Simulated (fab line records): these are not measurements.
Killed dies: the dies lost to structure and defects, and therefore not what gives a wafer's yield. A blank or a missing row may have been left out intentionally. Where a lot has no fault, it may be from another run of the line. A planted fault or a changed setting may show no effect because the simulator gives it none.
A struck lot beside a sound one / flow sky130 / 28 out of 708 route steps
Sound: wafers L125.3, L125.5, L125.6. Struck: wafer L120.1 (L120.3, L120.4, from the same lot, were not struck and are left out); the cause is given at the end.
At each step with rows: each side's tool, then ch and its chambers, then its first start. Under that, the readings that differ: sound wafers / struck wafers / difference of the means / sigmas: that difference in standard deviations of wafers without a fault.
alike: words and numbers the same on both sides, and readings whose means are apart by under 2 such deviations; not compared: readings that were withheld, readings missing a value for some wafer, numbers with overlapping values and no deviation given by the record, and bounds like >300 which may hide the same value.
A row with sigmas, a row that says differs or no value, or rows on one side alone: a step with any of these is where the two part. Numbers that have no deviation but don't overlap get no sigmas and don't part them. Lack of a reading on every wafer of one side parts them only where that side has two or more wafers.

SKY_VIA4_ETCH_12: etches SiO2 in C4F8/O2/Ar, stops on TiN, target depth 580 nm.
  sound on rie_diel-02 ch 0,3, day 46 10:45; struck on rie_diel-04 ch 3, day 45 05:38
  alike: oes_product_au
then, 4 steps without rows for these wafers: SKY_VIA4_STRIP_13 (strips in O2/N2); SKY_VIA4_STRIP_14 (strips in post etch residue remover, time 1200 s); SKY_VIA4_CLEAN_15 (cleans in IPA, time 180 s); SKY_VIA4_CLEAN_16 (cleans in O3/DIW).
SKY_VIA4_SPUTTER_17: material TiN, target thk 20 nm, time 80 s.
  sound on pvd_sputter-03, day 46 11:25; struck on pvd_sputter-02, day 45 06:19
reading=chamber_pressure_pa (Pa); sound=5.016 4.999 5.018; struck=4.986; difference=-0.025; sigmas=-2
  alike: throttle_valve_pct
then, 1 step without rows for these wafers: SKY_VIA4_CVD_18 (deposits W, target thk 505 nm, time 152.14 s).
SKY_VIA4_RS_MEAS_19: uses a four-point probe to measure.
  sound on film_metro-04, day 46 11:41; struck on film_metro-03, day 45 06:32
  alike: VIA4_W_RS
SKY_VIA4_THK_MEAS_20: measures by xrf.
  sound on film_metro-04, day 46 11:47; struck on film_metro-03, day 45 06:40
  alike: VIA4_W_THK
SKY_VIA4_CMP_21: polishes, stops on SiO2, t overpolish 25 s, target thk 0 nm.
  sound on cmp-01 ch 0,1, day 46 12:17; struck on cmp-01 ch 3, day 45 06:43
reading=motor_current_A (A); sound=11.8 14.7 12.4; struck=8.7; difference=-4.3; sigmas=-3
  alike: head_pressure_psi, overpolish_run_s, slurry_flow_ml_min, time_to_endpoint_s
SKY_METAL5_SPUTTER_00: material Ti, target thk 15 nm, time 10 s.
  sound on pvd_sputter-01, day 46 12:32; struck on pvd_sputter-04, day 45 07:01
  alike: chamber_pressure_pa, throttle_valve_pct
then, 1 step without rows for these wafers: SKY_METAL5_SPUTTER_01 (material TiN, target thk 20 nm, time 16.7 s).
SKY_METAL5_SPUTTER_02: material AlCu, target thk 1150 nm, time 61.2 s.
  sound on pvd_sputter-01, day 46 12:35; struck on pvd_sputter-04, day 45 07:04
reading=chamber_pressure_pa (Pa); sound=0.3999 0.4012 0.3999; struck=0.4623; difference=+0.0620; sigmas=+78
reading=throttle_valve_pct (%); sound=29.1 29.3 30.0; struck=27.1; difference=-2.4; sigmas=-2
reading=model.AlCu_of_METAL5_SPUTTER_02.thk_nm (nm); sound=1147 1150 1128; struck=1107; difference=-35; sigmas=
then, 2 steps without rows for these wafers: SKY_METAL5_SPUTTER_03 (material Ti, target thk 5 nm, time 3.3 s); SKY_METAL5_SPUTTER_04 (material TiN, target thk 70 nm, time 58.3 s).
SKY_METAL5_RS_MEAS_05: uses a four-point probe to measure.
  sound on film_metro-03, day 46 12:44; struck on film_metro-03, day 45 07:11
reading=METAL5_ALCU_RS (ohm/sq); sound=0.0270 0.0270 0.0275; struck=0.0283; difference=+0.0011; sigmas=+3
SKY_METAL5_THK_MEAS_06: measures by xrf.
  sound on film_metro-03, day 46 12:50; struck on film_metro-03, day 45 07:18
reading=METAL5_ALCU_THK (nm); sound=1132 1133 1112; struck=1096; difference=-30; sigmas=-2
then, 7 steps without rows for these wafers: SKY_METAL5_DEHYDRATE_07 (time 60 s); SKY_METAL5_HMDS_08 (prime time 60 s); SKY_METAL5_COAT_09 (resist thk 1800 nm); SKY_METAL5_SOFTBAKE_10 (time 60 s); SKY_METAL5_EXPOSE_11 (exposes mask MM5, target cd 1600 nm); SKY_METAL5_PEB_12; SKY_METAL5_DEVELOP_13 (develop time 60 s).
SKY_METAL5_DESCUM_14: chemistry O2, time 11 s.
  sound on rie_metal-01 ch 0,1, day 47 08:26; struck on rie_metal-01 ch 0, day 46 03:17
reading=oes_product_au (a.u.); sound=0.999 0.982 1.001; struck=0.969; difference=-0.025; sigmas=-2
reading=rf_hours_counter_h (h); sound=- - -; struck=15; difference=no value on the sound wafers; sigmas=
  alike: drypump_motor_current_A
SKY_METAL5_METAL_ETCH_15: etches the open film in Cl2/BCl3, stops on SiO2, target depth 1260 nm, time 252 s.
  sound on rie_metal-01 ch 0,1, day 47 08:32; struck on rie_metal-01 ch 0, day 46 03:19
reading=rf_hours_counter_h (h); sound=- - -; struck=15; difference=no value on the sound wafers; sigmas=
reading=model.METAL5.feature_depth_nm (nm); sound=1257 1261 1258; struck=1237; difference=-22; sigmas=
reading=model.etch.depth_nm (nm); sound=1257 1261 1258; struck=1237; difference=-22; sigmas=
  alike: drypump_motor_current_A, oes_product_au, throttle_valve_pct
then, 1 step without rows for these wafers: SKY_METAL5_STRIP_16 (strips in O2/N2).
SKY_PAD_OPEN_PROBE_99:
  sound on prober-02, day 49 01:35; struck on prober-01, day 47 22:32
reading=model.etest.met5.rs_ohm_sq; sound=0.02732 0.02688 0.0278; struck=0.02826; difference=+0.00093; sigmas=
reading=model.etest.met5.line_ohm_um; sound=0.01713 0.01692 0.01745; struck=0.01782; difference=+0.00065; sigmas=
  alike: defect_limited_yield, killed_at_M0_to_M3, killed_at_M4_up, killed_at_contacts, killed_at_front_end, killed_at_other, killed_dies, killed_open, killed_short, sort_bin_3_pad_short, sort_bin_5_function, sort_bin_6_memory, sort_n_pass, sort_yield_pct

## WHERE THEY PART
Last at SKY_METAL5_METAL_ETCH_15 as far as this record goes, first at SKY_VIA4_SPUTTER_17. Later steps at which nothing parts them and some readings are alike: SKY_PAD_OPEN_PROBE_99.

WHY: what had been put in by the simulator
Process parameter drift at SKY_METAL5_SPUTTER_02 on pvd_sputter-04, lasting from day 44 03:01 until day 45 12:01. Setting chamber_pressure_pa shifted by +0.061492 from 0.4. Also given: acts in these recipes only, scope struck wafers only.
